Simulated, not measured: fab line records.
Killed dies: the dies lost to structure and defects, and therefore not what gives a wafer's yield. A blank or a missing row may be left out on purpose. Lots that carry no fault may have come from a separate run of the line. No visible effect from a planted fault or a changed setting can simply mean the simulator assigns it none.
Which of the tools did it? -- flow sky130 -- 42 wafers from 14 lots sampled at 2 of the route's 708 steps

WHAT THE GAUGES SHOWED, per wafer
SKY_POLY_GATE_THK_MEAS_21.
lot,measured,on,POLY_GATE_OXIDATION_THK (nm)
L671,day 16 16:37,film-metro-01,3.94 4.01 3.98
L672,day 16 23:43,film-metro-01,4.08 4.03 4.02
L673,day 17 09:53,film-metro-03,4.07 4.14 4.14
L674,day 17 17:55,film-metro-03,3.92 4.09 4.02
L675,day 17 22:02,film-metro-02,4.10 4.12 4.06
L676,day 18 06:04,film-metro-01,3.96 4.07 4.02
L678,day 19 22:29,film-metro-02,4.16 4.09 4.11
L679,day 19 22:29,film-metro-03,3.99 4.00 3.96
L682,day 20 10:57,film-metro-03,4.06 4.09 4.10
L681,day 20 14:14,film-metro-02,3.93 3.93 3.95
L683,day 20 20:39,film-metro-03,5.91 5.84 5.87
L686,day 22 00:28,film-metro-02,5.85 5.82 5.86
L693,day 24 17:02,film-metro-01,4.03 3.95 3.94
L694,day 24 22:23,film-metro-03,4.03 4.02 3.95

EACH LOT AND THE TOOL THAT RAN IT (in order: tool; ch and the chambers of the sampled wafers; start)
lot,SKY_POLY_GATE_OXIDATION_20
L671,"furnace-02 ch 0, day 16 15:22"
L672,"furnace-02 ch 0, day 16 22:27"
L673,"furnace-02 ch 0, day 17 08:38"
L674,"furnace-02 ch 0, day 17 16:40"
L675,"furnace-02 ch 0, day 17 20:46"
L676,"furnace-02 ch 0, day 18 04:49"
L678,"furnace-01 ch 0, day 19 21:13"
L679,"furnace-01 ch 0, day 19 21:13"
L682,"furnace-01 ch 0, day 20 09:41"
L681,"furnace-02 ch 0, day 20 12:58"
L683,"furnace-02 ch 0, day 20 19:22"
L686,"furnace-02 ch 0, day 21 23:13"
L693,"furnace-02 ch 0, day 24 15:47"
L694,"furnace-02 ch 0, day 24 21:08"
- SKY_POLY_GATE_OXIDATION_20: stabilise 600 s, purge 300 s, target thk 4 nm.

AS READ BY THE TOOLS THEMSELVES (means over the sampled wafers that have a number; for cases with no such wafer, the mark the record gives instead)
SKY_POLY_GATE_OXIDATION_20.
lot,tool,spike-tc-bottom-C (C),spike-tc-centre-C (C),spike-tc-lower-C (C),spike-tc-top-C (C),spike-tc-upper-C (C),tube-center-temp-C (C),tube_center_temp_C_max,zone-power-bottom-pct (%),zone-power-top-pct (%)
L671,furnace-02,869.6,851.5,850.6,859.7,851.3,850.00,851.9,25.0,28.79
L672,furnace-02,869.6,851.8,849.6,859.8,851.0,849.98,852.1,24.9,28.66
L673,furnace-02,869.8,851.9,850.8,859.2,851.3,850.01,852.2,25.3,28.87
L674,furnace-02,870.1,852.1,850.3,859.8,848.8,849.97,852.0,25.0,28.95
L675,furnace-02,869.6,852.2,849.7,860.4,849.9,849.97,852.0,24.9,28.58
L676,furnace-02,868.7,852.2,851.8,859.3,851.0,849.99,851.9,25.2,28.69
L678,furnace-01,870.0,850.8,851.5,860.5,851.5,849.99,852.2,23.8,28.95
L679,furnace-01,869.4,849.7,851.3,860.9,850.7,850.03,852.4,23.7,28.70
L682,furnace-01,870.0,850.7,851.0,859.9,851.1,850.05,852.2,23.8,28.77
L681,furnace-02,868.8,850.0,850.7,859.7,851.0,850.00,852.2,25.1,28.93
L683,furnace-02,901.1,884.0,882.2,891.3,882.8,881.90,884.3,27.2,30.70
L686,furnace-02,901.1,883.7,881.5,890.8,882.7,881.89,884.3,27.1,30.57
L693,furnace-02,869.4,852.5,851.5,859.7,851.5,849.89,852.0,24.9,28.76
L694,furnace-02,869.0,850.7,850.0,859.0,850.3,850.03,851.9,25.1,28.63

THE ANSWER, worked out from the rows above alone
Rule: the lots themselves supply what counts as usual. The widest of any qualifying gaps counts: lots, ordered by their means at a reading, are off when they make up no more than a third of the lots, leave a main group of 4 or more, and stand apart from it by 3 or more times the standard deviation of that group's means. A main group whose means are all the same, to the digits that the tables above print for the reading, isn't used. A lot without any number at a reading at which 4 lots or more have one is off too. All remaining lots with rows at the step are treated as sound. After the gauges, taken in route order, come the tools' own readings; for these a lot's mean is taken, as printed above. The first step at which some lot is off is used, and at that step the reading that is off furthest; a lot without a number counts as furthest.
Off: at SKY_POLY_GATE_THK_MEAS_21 (POLY_GATE_OXIDATION_THK), L683, L686. Main group: mean 4.03 nm, sd 0.058.
If a tool, at a process step before that reading, ran all the lots that are off and no sound lot after the first of them, it fits. The gauges at SKY_POLY_GATE_THK_MEAS_21 aren't tried: what is off there is off at SKY_POLY_GATE_OXIDATION_20 too, on other tools, and a gauge's error can't cause that. No candidate that was tried fits.

WHAT HAD BEEN PUT IN BY THE SIMULATOR
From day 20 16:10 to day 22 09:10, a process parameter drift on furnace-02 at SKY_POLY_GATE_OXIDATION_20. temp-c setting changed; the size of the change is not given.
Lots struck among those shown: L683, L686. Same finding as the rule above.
